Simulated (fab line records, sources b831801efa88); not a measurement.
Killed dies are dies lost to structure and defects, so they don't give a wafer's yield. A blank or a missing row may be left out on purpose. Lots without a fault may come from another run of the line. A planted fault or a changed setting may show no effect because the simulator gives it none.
fab line records | flow sky130
record lots=24 wafers=72 last_day=51
route steps=708 shown FIELD_ISO@14 GATE_OXIDE@189 POLY_GATE@228 LDD_LDN@301 POLY_CUT@319 SD_P@359
lots that met no fault: from a run of the same line without faults
start_h: hours from the record's first day to the start of the lot's first wafer shown | wait_h: hours since the lot's step before | " the same as in the row above | L1.1+2: a row that stands for several wafers | - no value, or no start given | * or withheld: withheld | < > ~ a bound
route shown NAME@n: a module of which the file shows steps, and the number in the route of the first | usual: mean/standard deviation of fault-free wafers | same: alike in all rows | chamber/n: place in a boat | sites: the reading at each site | _std_site: their standard deviation | _edge_site: outer sites' mean less inner sites' | radius_mm: how far each site lies from the wafer's centre | mask NAME#n: copy n | behind: the tool/chamber that last shaped the wafer | hold: why the lot was held/for how many hours/how that ended | device: the transistor (n, p or np) that didn't switch | end of line: the same wafers' tests at the end of the route | a step without rows: its recipe alone | killed: dies lost to structure and defects at the first sort, not the wafer's yield | map: a wafer's dies, x killed, . not, _ none there
set.NAME: the setting as run; set.NAME@STEP: as run at that earlier step | model.NAME: the simulator's own value behind a step, which no gauge read
steps of the route over a sample of lots; a table a step, a row a wafer
services: from which hour (start_h, from the record's first day; less than 0 if before it) a tool's chamber was out of use, for how many hours, and why
## steps
# step SKY_FIELD_ISO_CD_MEAS_13
# recipe target_cd_nm=150
# usual cd_nm=150.5/1.7
# columns lot.wafer tool chamber start_h wait_h cd_nm
L074.1 cd_sem-01 - 31.04 - 151.1
L074.2 " - " " 149.3
L074.3 " - " " 149.6
L075.3 cd_sem-02 - 35.00 - 149.1
L075.5 " - " " 147.6
L075.6 " - " " 148.7
L076.2 cd_sem-01 - 39.36 - 151.9
L076.4 " - " " 150.6
L076.5 " - " " 150.2
L077.1 cd_sem-02 - 49.35 - 155.8
L077.2 " - " " 153.0
L077.5 " - " " 153.3
L078.1 cd_sem-01 - 52.46 - 151.9
L078.4 " - " " 151.6
L078.6 " - " " 150.2
L079.1 cd_sem-01 - 56.40 - 151.7
L079.2 " - " " 151.4
L079.5 " - " " 150.0
L080.1 cd_sem-01 - 61.60 - 150.4
L080.2 " - " " 151.7
L080.3 " - " " 151.9
L081.1 cd_sem-02 - 65.75 - 150.1
L081.3 " - " " 151.6
L081.4 " - " " 151.9
L082.1 cd_sem-02 - 72.01 - 152.0
L082.2 " - " " 153.0
L082.4 " - " " 153.0
L083.1 cd_sem-02 - 74.86 - 150.4
L083.4 " - " " 149.4
L083.6 " - " " 150.8
L084.1 cd_sem-01 - 81.79 - 154.0
L084.3 " - " " 153.3
L084.4 " - " " 153.3
L085.2 cd_sem-01 - 86.47 - 147.5
L085.4 " - " " 147.7
L085.5 " - " " 148.6
L086.2 cd_sem-01 - 90.93 - 150.2
L086.4 " - " " 149.9
L086.5 " - " " 149.5
L087.4 cd_sem-01 - 98.05 - 149.0
L087.5 " - " " 148.9
L087.6 " - " " 150.3
L088.1 cd_sem-01 - 100.94 - 151.5
L088.5 " - " " 152.8
L088.6 " - " " 151.6
L089.1 cd_sem-01 - 108.55 - 151.5
L089.5 " - " " 150.1
L089.6 " - " " 150.1
L090.2 cd_sem-01 - 112.23 - 146.8
L090.3 " - " " 147.7
L090.4 " - " " 146.7
L091.1 cd_sem-01 - 121.46 - 149.5
L091.2 " - " " 149.0
L091.4 " - " " 150.5
L092.3 cd_sem-01 - 124.17 - 151.7
L092.5 " - " " 148.4
L092.6 " - " " 150.2
L093.1 cd_sem-01 - 129.74 - 151.3
L093.5 " - " " 152.2
L093.6 " - " " 151.9
L094.1 cd_sem-01 - 136.11 - 150.2
L094.2 " - " " 150.6
L094.6 " - " " 150.8
L095.1 cd_sem-01 - 142.50 - 148.1
L095.2 " - " " 149.2
L095.4 " - " " 151.0
L096.1 cd_sem-01 - 147.25 - 149.8
L096.3 " - " " 151.4
L096.4 " - " " 150.6
L097.1 cd_sem-01 - 155.90 - 150.1
L097.5 " - " " 151.5
L097.6 " - " " 150.1
# step SKY_GATE_OXIDE_THK_MEAS_02
# recipe reads=SiO2_of_GATE_OXIDE_OXIDATION_01
# usual GATE_OXIDE_OXIDATION_00_THK=10.29/0.23
# columns lot.wafer tool chamber start_h wait_h GATE_OXIDE_OXIDATION_00_THK[nm]
L074.1 film_metro-01 - 288.57 0.0 10.41
L074.2 " - " " 10.35
L074.3 " - " " 10.50
L075.3 film_metro-01 - 296.14 0.0 10.60
L075.5 " - " " 10.52
L075.6 " - " " 10.27
L076.2 film_metro-01 - 302.08 0.0 10.34
L076.4 " - " " 10.32
L076.5 " - " " 10.53
L077.1 film_metro-03 - 314.25 0.0 10.25
L077.2 " - " " 10.27
L077.5 " - " " 10.17
L078.1 film_metro-02 - 318.58 0.0 10.05
L078.4 " - " " 10.23
L078.6 " - " " 10.17
L079.1 film_metro-01 - 327.23 0.0 10.01
L079.2 " - " " 10.25
L079.5 " - " " 10.08
L080.1 film_metro-02 - 334.10 0.0 10.19
L080.2 " - " " 10.07
L080.3 " - " " 10.36
L081.1 film_metro-01 - 339.60 0.0 10.30
L081.3 " - " " 10.34
L081.4 " - " " 10.46
L082.1 film_metro-03 - 357.06 0.0 10.50
L082.2 " - " " 10.68
L082.4 " - " " 10.69
L083.1 film_metro-02 - 359.98 0.0 10.59
L083.4 " - " " 10.67
L083.6 " - " " 10.56
L084.1 film_metro-03 - 370.55 0.0 10.01
L084.3 " - " " 9.98
L084.4 " - " " 10.33
L085.2 film_metro-02 - 370.56 0.0 9.78
L085.4 " - " " 9.88
L085.5 " - " " 9.90
L086.2 film_metro-01 - 378.55 0.0 10.58
L086.4 " - " " 10.44
L086.5 " - " " 10.35
L087.4 film_metro-03 - 389.02 0.0 10.17
L087.5 " - " " 10.23
L087.6 " - " " 10.13
L088.1 film_metro-03 - 399.20 0.0 10.60
L088.5 " - " " 10.54
L088.6 " - " " 10.53
L089.1 film_metro-01 - 406.47 0.0 10.13
L089.5 " - " " 9.92
L089.6 " - " " 10.02
L090.2 film_metro-03 - 416.39 0.0 10.14
L090.3 " - " " 10.23
L090.4 " - " " 10.33
L091.1 film_metro-01 - 434.58 0.0 10.31
L091.2 " - " " 10.36
L091.4 " - " " 10.57
L092.3 film_metro-02 - 434.60 0.0 10.64
L092.5 " - " " 10.60
L092.6 " - " " 10.67
L093.1 film_metro-02 - 440.84 0.0 10.20
L093.5 " - " " 10.13
L093.6 " - " " 10.19
L094.1 film_metro-02 - 452.20 0.0 10.24
L094.2 " - " " 10.39
L094.6 " - " " 10.44
L096.1 film_metro-01 - 465.97 0.0 10.47
L096.3 " - " " 10.65
L096.4 " - " " 10.62
L095.1 film_metro-02 - 470.29 0.0 10.02
L095.2 " - " " 9.91
L095.4 " - " " 10.15
L097.1 film_metro-02 - 486.23 0.0 10.27
L097.5 " - " " 10.21
L097.6 " - " " 10.19
# step SKY_POLY_GATE_OVL_MEAS_14
# usual POLY_GATE_OVL=-3/5.6
# columns lot.wafer tool chamber start_h wait_h POLY_GATE_OVL[nm]
L074.1 overlay-02 - 373.41 0.1 8
L074.2 " - " " 1
L074.3 " - " " 11
L075.3 overlay-01 - 383.09 0.1 -6
L075.5 " - " " -3
L075.6 " - " " -1
L076.2 overlay-02 - 391.68 0.1 -1
L076.4 " - " " -6
L076.5 " - " " 3
L077.1 overlay-01 - 404.93 0.1 -9
L077.2 " - " " -9
L077.5 " - " " -2
L079.1 overlay-01 - 426.78 0.1 0
L079.2 " - " " -7
L079.5 " - " " -3
L080.1 overlay-02 - 427.02 0.1 0
L080.2 " - " " 2
L080.3 " - " " -1
L078.1 overlay-01 - 427.13 0.1 -8
L078.4 " - " " -2
L078.6 " - " " -2
L081.1 overlay-02 - 434.37 0.1 -7
L081.3 " - " " -9
L081.4 " - " " -17
L082.1 overlay-01 - 451.53 0.1 2
L082.2 " - " " 8
L082.4 " - " " 8
L083.1 overlay-01 - 454.43 0.1 -9
L083.4 " - " " 4
L083.6 " - " " -2
L084.1 overlay-02 - 469.38 0.1 -16
L084.3 " - " " -6
L084.4 " - " " -11
L085.2 overlay-01 - 469.38 0.1 -3
L085.4 " - " " -6
L085.5 " - " " -7
L086.2 overlay-01 - 474.68 0.1 -6
L086.4 " - " " -8
L086.5 " - " " -8
L087.4 overlay-01 - 486.60 0.1 -13
L087.5 " - " " -3
L087.6 " - " " -11
L088.1 overlay-02 - 495.92 0.1 -4
L088.5 " - " " 2
L088.6 " - " " 5
L089.1 overlay-01 - 505.81 0.1 -3
L089.5 " - " " -7
L089.6 " - " " 6
L090.2 overlay-01 - 516.47 0.1 2
L090.3 " - " " -2
L090.4 " - " " 3
L092.3 overlay-01 - 532.29 0.1 -15
L092.5 " - " " -3
L092.6 " - " " 3
L091.1 overlay-01 - 534.72 0.1 -11
L091.2 " - " " -4
L091.4 " - " " -5
L093.1 overlay-01 - 540.92 0.1 -6
L093.5 " - " " -7
L093.6 " - " " -6
L094.1 overlay-02 - 549.13 0.1 -1
L094.2 " - " " -3
L094.6 " - " " 0
L096.1 overlay-02 - 564.01 0.1 -1
L096.3 " - " " -9
L096.4 " - " " 4
L095.1 overlay-02 - 567.42 0.1 -1
L095.2 " - " " -10
L095.4 " - " " -9
L097.1 overlay-01 - 583.52 0.1 -5
L097.5 " - " " -6
L097.6 " - " " -12
# step SKY_LDD_LDN_STRIP_12
# recipe chemistry=O2/N2 power_w=1400 pressure_mtorr=1500 platen_temp_c=withheld o2_flow_sccm=3000 n2_flow_sccm=300 overash_fraction=0.5
# usual drypump_motor_current_A=6.0/0.45 oes_product_au=0.716/0.0046 strip_time_to_endpoint_s=14.19/0.039
# columns lot.wafer tool chamber start_h wait_h drypump_motor_current_A oes_product_au rf_hours_counter_h strip_time_to_endpoint_s
L074.1 plasma_asher-04 1 531.09 0.1 6.2 0.714 11 14.20
L074.2 " 0 " " 6.1 0.715 11 14.20
L074.3 " 0 " " 6.1 0.719 - 14.18
L075.3 plasma_asher-03 1 541.81 0.1 6.5 0.718 - 14.22
L075.5 " 1 " " 6.5 0.719 - 14.21
L075.6 " 0 " " 5.8 0.714 - 14.20
L076.2 plasma_asher-03 1 547.89 0.1 6.5 0.716 84 14.18
L076.4 " 1 " " 6.5 0.708 - 14.17
L076.5 " 0 " " 5.8 0.717 - 14.19
L077.1 plasma_asher-02 1 563.79 0.1 5.2 0.722 39 14.14
L077.2 " 0 " " 6.3 0.714 39 14.16
L077.5 " 0 " " 6.3 0.717 - 14.11
L079.1 plasma_asher-04 1 584.44 0.1 6.2 0.722 15 14.20
L079.2 " 0 " " 6.0 0.718 15 14.19
L079.5 " 0 " " 6.1 0.719 - 14.19
L080.1 plasma_asher-02 0 585.34 0.1 6.3 0.707 41 14.23
L080.2 " 1 " " 5.2 0.712 41 14.26
L080.3 " 0 " " 6.3 0.710 - 14.21
L078.1 plasma_asher-02 1 586.14 0.1 5.2 0.708 41 14.21
L078.4 " 0 " " 6.3 0.718 - 14.22
L078.6 " 1 " " 5.2 0.716 - 14.21
L081.1 plasma_asher-02 0 591.14 0.1 6.4 0.721 42 14.23
L081.3 " 0 " " 6.4 0.713 - 14.24
L081.4 " 1 " " 5.2 0.714 - 14.23
L082.1 plasma_asher-04 0 609.99 0.1 6.1 0.715 18 14.12
L082.2 " 1 " " 6.2 0.716 18 14.19
L082.4 " 1 " " 6.2 0.721 - 14.13
L083.1 plasma_asher-03 0 611.99 0.1 5.8 0.723 90 14.18
L083.4 " 1 " " 6.5 0.722 - 14.22
L083.6 " 0 " " 5.8 0.716 - 14.23
L085.2 plasma_asher-03 0 625.09 0.1 5.8 0.719 91 14.19
L085.4 " 0 " " 5.8 0.713 - 14.19
L085.5 " 0 " " 5.8 0.709 - 14.16
L084.1 plasma_asher-03 0 625.69 0.1 5.8 0.721 91 14.13
L084.3 " 1 " " 6.5 0.716 - 14.09
L084.4 " 0 " " 5.8 0.712 - 14.12
L086.2 plasma_asher-03 0 630.59 0.1 5.8 0.712 92 14.23
L086.4 " 0 " " 5.8 0.719 - 14.19
L086.5 " 1 " " 6.5 0.712 - 14.17
L087.4 plasma_asher-02 1 640.37 0.1 5.2 0.721 - 14.19
L087.5 " 0 " " 6.4 0.716 - 14.15
L087.6 " 1 " " 5.2 0.725 - 14.19
L088.1 plasma_asher-02 0 649.74 0.1 6.4 0.706 48 14.21
L088.5 " 0 " " 6.4 0.716 - 14.21
L088.6 " 1 " " 5.2 0.715 - 14.16
L089.1 plasma_asher-03 1 659.34 0.1 6.5 0.717 95 14.20
L089.5 " 1 " " 6.5 0.714 - 14.17
L089.6 " 0 " " 5.8 0.718 - 14.14
L090.2 plasma_asher-02 0 668.34 0.1 6.3 0.713 50 14.24
L090.3 " 0 " " 6.3 0.710 - 14.24
L090.4 " 1 " " 5.2 0.723 - 14.20
L092.3 plasma_asher-03 1 685.38 0.1 6.5 0.715 - 14.21
L092.5 " 0 " " 5.8 0.712 - 14.22
L092.6 " 1 " " 6.5 0.714 - 14.21
L091.1 plasma_asher-02 0 688.24 0.1 6.4 0.709 52 14.17
L091.2 " 1 " " 5.2 0.715 52 14.22
L091.4 " 1 " " 5.2 0.717 - 14.20
L093.1 plasma_asher-04 1 692.89 0.1 6.2 0.716 26 14.22
L093.5 " 1 " " 6.2 0.718 - 14.23
L093.6 " 0 " " 6.1 0.716 - 14.27
L094.1 plasma_asher-04 0 701.54 0.1 6.1 0.723 27 14.11
L094.2 " 1 " " 6.2 0.711 27 14.12
L094.6 " 0 " " 6.1 0.712 - 14.10
L096.1 plasma_asher-03 0 711.09 0.1 5.8 0.708 101 14.17
L096.3 " 1 " " 6.5 0.722 - 14.18
L096.4 " 0 " " 5.8 0.704 - 14.20
L095.1 plasma_asher-03 1 717.04 0.1 6.5 0.707 101 14.19
L095.2 " 0 " " 5.8 0.712 101 14.13
L095.4 " 1 " " 6.5 0.715 - 14.16
L097.1 plasma_asher-03 1 731.69 0.1 6.5 0.718 103 14.19
L097.5 " 0 " " 5.8 0.715 - 14.17
L097.6 " 1 " " 6.5 0.718 - 14.22
# step SKY_POLY_CUT_STRIP_12
# recipe chemistry=O2/N2 power_w=1400 pressure_mtorr=1500 platen_temp_c=withheld o2_flow_sccm=3000 n2_flow_sccm=300 overash_fraction=0.5
# usual drypump_motor_current_A=6.0/0.34 oes_product_au=0.452/0.0044 strip_time_to_endpoint_s=5.352/0.013
# columns lot.wafer tool chamber start_h wait_h drypump_motor_current_A oes_product_au rf_hours_counter_h strip_time_to_endpoint_s
L074.1 plasma_asher-02 1 562.94 0.0 5.2 0.445 39 5.327
L074.2 " 0 " " 6.3 0.442 39 5.352
L074.3 " 0 " " 6.3 0.450 - 5.358
L075.3 plasma_asher-01 1 574.27 0.1 5.9 0.455 - 5.378
L075.5 " 0 " " 6.2 0.452 - 5.366
L075.6 " 1 " " 5.9 0.453 - 5.347
L076.2 plasma_asher-01 1 579.83 0.0 5.9 0.449 77 5.358
L076.4 " 0 " " 6.2 0.456 - 5.361
L076.5 " 0 " " 6.2 0.446 - 5.380
L077.1 plasma_asher-01 0 596.99 0.0 6.1 0.454 79 5.370
L077.2 " 1 " " 5.9 0.445 79 5.369
L077.5 " 1 " " 5.9 0.448 - 5.359
L079.1 plasma_asher-01 1 616.00 0.0 5.9 0.448 81 5.329
L079.2 " 0 " " 6.2 0.451 81 5.334
L079.5 " 0 " " 6.2 0.454 - 5.352
L080.1 plasma_asher-04 1 616.65 0.0 6.2 0.456 19 5.339
L080.2 " 0 " " 6.0 0.450 19 5.372
L080.3 " 0 " " 6.1 0.455 - 5.349
L078.1 plasma_asher-04 0 618.40 0.0 6.1 0.450 19 5.335
L078.4 " 1 " " 6.2 0.451 - 5.353
L078.6 " 0 " " 6.1 0.451 - 5.348
L081.1 plasma_asher-01 0 621.99 0.0 6.2 0.452 81 5.353
L081.3 " 1 " " 5.9 0.447 - 5.341
L081.4 " 0 " " 6.2 0.452 - 5.330
L082.1 plasma_asher-02 1 641.74 0.0 5.2 0.451 47 5.354
L082.2 " 0 " " 6.4 0.450 47 5.360
L082.4 " 0 " " 6.4 0.452 - 5.336
L083.1 plasma_asher-04 1 644.70 0.0 6.2 0.452 22 5.333
L083.4 " 0 " " 6.1 0.447 - 5.348
L083.6 " 1 " " 6.2 0.456 - 5.351
L085.2 plasma_asher-04 1 655.49 0.0 6.2 0.460 23 5.343
L085.4 " 0 " " 6.0 0.452 - 5.361
L085.5 " 1 " " 6.2 0.457 - 5.374
L084.1 plasma_asher-04 1 658.60 0.0 6.2 0.453 23 5.357
L084.3 " 1 " " 6.2 0.450 - 5.348
L084.4 " 0 " " 6.1 0.444 - 5.349
L086.2 plasma_asher-02 1 661.74 0.0 5.2 0.450 49 5.351
L086.4 " 0 " " 6.3 0.454 - 5.372
L086.5 " 0 " " 6.4 0.454 - 5.342
L087.4 plasma_asher-01 0 672.76 0.1 6.2 0.448 - 5.342
L087.5 " 0 " " 6.2 0.447 - 5.358
L087.6 " 1 " " 5.9 0.458 - 5.341
L088.1 plasma_asher-04 1 680.14 0.0 6.2 0.462 25 5.344
L088.5 " 1 " " 6.2 0.454 - 5.368
L088.6 " 0 " " 6.1 0.455 - 5.364
L089.1 plasma_asher-01 1 689.73 0.0 5.9 0.453 86 5.354
L089.5 " 1 " " 5.9 0.456 - 5.342
L089.6 " 0 " " 6.2 0.454 - 5.347
L090.2 plasma_asher-04 0 700.38 0.0 6.1 0.455 27 5.362
L090.3 " 0 " " 6.1 0.449 - 5.371
L090.4 " 1 " " 6.2 0.464 - 5.347
L092.3 plasma_asher-02 1 715.41 0.1 5.2 0.451 - 5.342
L092.5 " 0 " " 6.3 0.454 - 5.326
L092.6 " 1 " " 5.2 0.450 - 5.369
L091.1 plasma_asher-02 1 719.49 0.0 5.2 0.454 55 5.353
L091.2 " 0 " " 6.4 0.450 55 5.372
L091.4 " 0 " " 6.4 0.442 - 5.331
L093.1 plasma_asher-04 0 722.49 0.0 6.1 0.448 29 5.355
L093.5 " 0 " " 6.0 0.443 - 5.318
L093.6 " 1 " " 6.2 0.458 - 5.360
L094.1 plasma_asher-04 0 731.95 0.0 6.1 0.446 31 5.334
L094.2 " 1 " " 6.2 0.459 31 5.334
L094.6 " 1 " " 6.2 0.448 - 5.341
L096.1 plasma_asher-04 0 740.60 0.0 6.1 0.448 32 5.353
L096.3 " 1 " " 6.2 0.448 - 5.348
L096.4 " 0 " " 6.0 0.441 - 5.331
L095.1 plasma_asher-04 1 746.90 0.0 6.2 0.454 33 5.390
L095.2 " 0 " " 6.1 0.449 33 5.346
L095.4 " 1 " " 6.3 0.447 - 5.358
L097.1 plasma_asher-02 1 761.40 0.0 5.2 0.452 61 5.370
L097.5 " 0 " " 6.4 0.458 - 5.371
L097.6 " 1 " " 5.2 0.457 - 5.364
# step SKY_SD_N_RS_MEAS_17
# recipe thk_meas_gauge=four-point-probe
# usual SD_P_RS=147.1/0.41
# columns lot.wafer tool chamber start_h wait_h SD_P_RS[ohm/sq]
L074.1 film_metro-03 - 652.01 0.1 147.8
L074.2 " - " " 147.7
L074.3 " - " " 147.5
L075.3 film_metro-01 - 664.39 0.1 147.0
L075.5 " - " " 146.7
L075.6 " - " " 147.0
L076.2 film_metro-04 - 668.38 0.1 147.0
L076.4 " - " " 146.7
L076.5 " - " " 146.5
L077.1 film_metro-03 - 684.26 0.1 147.1
L077.2 " - " " 147.1
L077.5 " - " " 147.5
L079.1 film_metro-03 - 704.77 0.1 147.7
L079.2 " - " " 147.8
L079.5 " - " " 147.5
L080.1 film_metro-01 - 705.37 0.1 147.5
L080.2 " - " " 147.7
L080.3 " - " " 147.4
L078.1 film_metro-03 - 705.61 0.1 146.9
L078.4 " - " " 147.2
L078.6 " - " " 147.4
L081.1 film_metro-01 - 708.11 0.1 147.0
L081.3 " - " " 146.6
L081.4 " - " " 146.7
L082.1 film_metro-03 - 728.67 0.1 147.3
L082.2 " - " " 147.2
L082.4 " - " " 146.7
L083.1 film_metro-01 - 731.82 0.1 146.9
L083.4 " - " " 146.8
L083.6 " - " " 147.1
L085.2 film_metro-03 - 740.34 0.1 147.3
L085.4 " - " " 147.3
L085.5 " - " " 147.2
L084.1 film_metro-01 - 744.57 0.1 147.1
L084.3 " - " " 147.4
L084.4 " - " " 147.7
L086.2 film_metro-01 - 747.98 0.1 147.0
L086.4 " - " " 147.3
L086.5 " - " " 147.0
L087.4 film_metro-01 - 759.18 0.1 147.3
L087.5 " - " " 147.1
L087.6 " - " " 147.3
L088.1 film_metro-03 - 765.17 0.1 147.5
L088.5 " - " " 147.6
L088.6 " - " " 147.6
L089.1 film_metro-04 - 775.11 0.1 146.9
L089.5 " - " " 146.9
L089.6 " - " " 146.3
L090.2 film_metro-03 - 783.63 0.1 147.4
L090.3 " - " " 147.6
L090.4 " - " " 147.7
L092.3 film_metro-04 - 799.25 0.1 147.3
L092.5 " - " " 147.2
L092.6 " - " " 147.1
L091.1 film_metro-04 - 803.32 0.1 147.1
L091.2 " - " " 147.1
L091.4 " - " " 146.9
L093.1 film_metro-04 - 804.37 0.1 147.0
L093.5 " - " " 147.1
L093.6 " - " " 147.3
L094.1 film_metro-04 - 815.12 0.1 146.8
L094.2 " - " " 146.7
L094.6 " - " " 146.5
L096.1 film_metro-04 - 822.43 0.1 146.1
L096.3 " - " " 145.8
L096.4 " - " " 146.4
L095.1 film_metro-03 - 829.41 0.1 147.4
L095.2 " - " " 147.3
L095.4 " - " " 147.0
L097.1 film_metro-01 - 843.46 0.1 146.9
L097.5 " - " " 146.9
L097.6 " - " " 147.1
## services
# columns tool chamber start_h hours kind
plasma_asher-03 - 527.25 6.4 repair
plasma_asher-04 - 538.73 4.2 repair
plasma_asher-01 - 544.60 0.6 repair
plasma_asher-03 - 571.70 0.3 repair
plasma_asher-01 - 618.26 0.8 repair
plasma_asher-01 - 619.28 1.6 repair
plasma_asher-01 - 636.11 13.7 repair
plasma_asher-01 - 668.12 1.2 repair
plasma_asher-02 - 707.43 2.2 repair
plasma_asher-01 - 716.65 28.1 pm
plasma_asher-03 - 733.80 9.0 pm
plasma_asher-03 0 733.80 9.0 vent_cycle
plasma_asher-03 1 733.80 9.0 vent_cycle
plasma_asher-03 0 742.80 - clean
plasma_asher-03 1 742.80 - clean
## key
fault none
